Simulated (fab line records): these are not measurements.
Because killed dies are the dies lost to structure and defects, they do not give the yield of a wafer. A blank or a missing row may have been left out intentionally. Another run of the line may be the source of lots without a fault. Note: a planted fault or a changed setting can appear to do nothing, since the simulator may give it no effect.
Comparing a struck lot with a sound one / flow sky130 / 20 out of 708 route steps
Sound: wafers L184.1, L184.5, L184.6. Struck: wafer L191.1. (L191.2, L191.6 of the same lot were not struck and are left out.) The cause comes at the end.
Order at every step that has rows: each side's tool, ch and its chambers, its first start. Under that, the readings that differ: sound wafers / struck wafers / difference of the means / sigmas: that difference in standard deviations of wafers without a fault.
alike: readings whose means differ by less than 2 such deviations, and words and numbers that are the same on both sides. not compared: withheld readings, readings that some wafer has no value for, bounds like >300 that may hide the same value, and numbers for which the record gives no deviation and whose values overlap.
The two part at a step that has a row with sigmas, a row that says differs or no value, or rows on one side only. Non-overlapping numbers with no deviation appear without sigmas and do not part them. A reading that every wafer of one side lacks parts them only if that side has two wafers or more.

SKY_FIELD_ISO_BOW_MEAS_00:
  struck on film_metro-03, day 3 12:00; sound on film_metro-04, day 2 01:00
  alike: INCOMING_BOW
then, 1 step without rows for these wafers: SKY_FIELD_ISO_OXIDATION_01 (stabilise 600 s, purge 300 s, target thk 12 nm).
SKY_FIELD_ISO_THK_MEAS_02:
  struck on film_metro-03, day 3 14:18; sound on film_metro-03, day 2 03:44
  alike: FIELD_ISO_OXIDATION_00_THK
then, 1 step without rows for these wafers: SKY_FIELD_ISO_CVD_03 (deposits Si3N4 from DCS/NH3, target thk 165 nm, time 2830 s).
SKY_FIELD_ISO_THK_MEAS_04:
  struck on film_metro-02, day 3 17:04; sound on film_metro-02, day 2 05:35
  alike: FIELD_ISO_CVD_03_THK
then, 5 steps without rows for these wafers: SKY_FIELD_ISO_DEHYDRATE_05 (time 60 s); SKY_FIELD_ISO_HMDS_06 (prime time 60 s); SKY_FIELD_ISO_COAT_07 (resist thk 60 nm); SKY_FIELD_ISO_COAT_08 (resist thk 450 nm); SKY_FIELD_ISO_SOFTBAKE_09 (time 90 s).
SKY_FIELD_ISO_EXPOSE_10: exposes mask FOM, target cd 150 nm.
  sound on krf_scanner-02 ch 0, day 2 13:50; struck on krf_scanner-01 ch 0, day 4 02:14
  alike: mask
then, 2 steps without rows for these wafers: SKY_FIELD_ISO_PEB_11; SKY_FIELD_ISO_DEVELOP_12 (develop time 60 s).
SKY_FIELD_ISO_CD_MEAS_13: target cd 150 nm.
  struck on cd_sem-02, day 4 10:46; sound on cd_sem-01, day 2 21:29
reading=cd_nm (nm); sound=149.0 149.4 148.6; struck=52.7; difference=-96.3; sigmas=-60
SKY_FIELD_ISO_ETCH_14: etches BARC in N2/H2, stops on SiO2, time 45.9 s, target depth 60 nm.
  sound on rie_diel-01 ch 0,1,3, day 2 21:36; struck on rie_diel-02 ch 2, day 4 10:53
reading=model.FIELD_ISO.cd_nm (nm); sound=147.9 150.1 147.9; struck=53.59; difference=-95.04; sigmas=
  alike: chamber_pressure_mTorr, drypump_motor_current_A, oes_product_au, throttle_valve_pct
  not compared: rf_hours_counter_h
SKY_FIELD_ISO_ETCH_15: etches the open film in CHF3/O2, stops on Si, target depth 180 nm, time 72 s.
  sound on rie_diel-01 ch 0,1,3, day 2 21:38; struck on rie_diel-02 ch 2, day 4 10:55
  alike: chamber_pressure_mTorr, drypump_motor_current_A, oes_product_au, throttle_valve_pct
  not compared: rf_hours_counter_h
SKY_FIELD_ISO_STRIP_16: strips in O2/N2.
  sound on plasma_asher-01 ch 0,1, day 2 21:41; struck on plasma_asher-02 ch 0, day 4 10:59
  alike: chamber_pressure_mTorr, drypump_motor_current_A, oes_product_au, strip_time_to_endpoint_s
  not compared: rf_hours_counter_h
SKY_FIELD_ISO_ETCH_17: etches Si in HBr/Cl2/O2, target depth 342 nm, time 97.7 s.
  sound on rie_si-01 ch 0,2,3, day 2 21:47; struck on rie_si-01 ch 1, day 4 11:05
reading=model.FIELD_ISO.cd_nm (nm); sound=146.6 148.4 148.5; struck=53.69; difference=-94.14; sigmas=
  alike: chamber_pressure_mTorr, drypump_motor_current_A, oes_product_au, throttle_valve_pct
  not compared: rf_hours_counter_h
then, 1 step without rows for these wafers: SKY_FIELD_ISO_WET_ETCH_18 (etches Si3N4 in H3PO4, target depth 25 nm, time 286 s).
-- record jumps: 44 days separate the struck wafers' starts on either side; left off in module FIELD_ISO, taken up again in module PAD_OPEN, whose first shown step is the route's number 708 --
SKY_PAD_OPEN_PROBE_99:
  struck on prober-02, day 48 17:08; sound on prober-02, day 46 21:31
reading=killed_at_front_end; sound=12 13 23; struck=423; difference=+407; sigmas=+87
reading=killed_dies; sound=71 85 87; struck=492; difference=+411; sigmas=+42
reading=killed_on_rim; sound=16 14 14; struck=96; difference=+81; sigmas=+22
  alike: killed_at_M0_to_M3, killed_at_M4_up, killed_at_contacts, killed_at_other, killed_open, killed_short

## WHERE THEY PART
Last at SKY_PAD_OPEN_PROBE_99 as far as this record goes, first at SKY_FIELD_ISO_CD_MEAS_13.

WHY: the cause the simulator had injected
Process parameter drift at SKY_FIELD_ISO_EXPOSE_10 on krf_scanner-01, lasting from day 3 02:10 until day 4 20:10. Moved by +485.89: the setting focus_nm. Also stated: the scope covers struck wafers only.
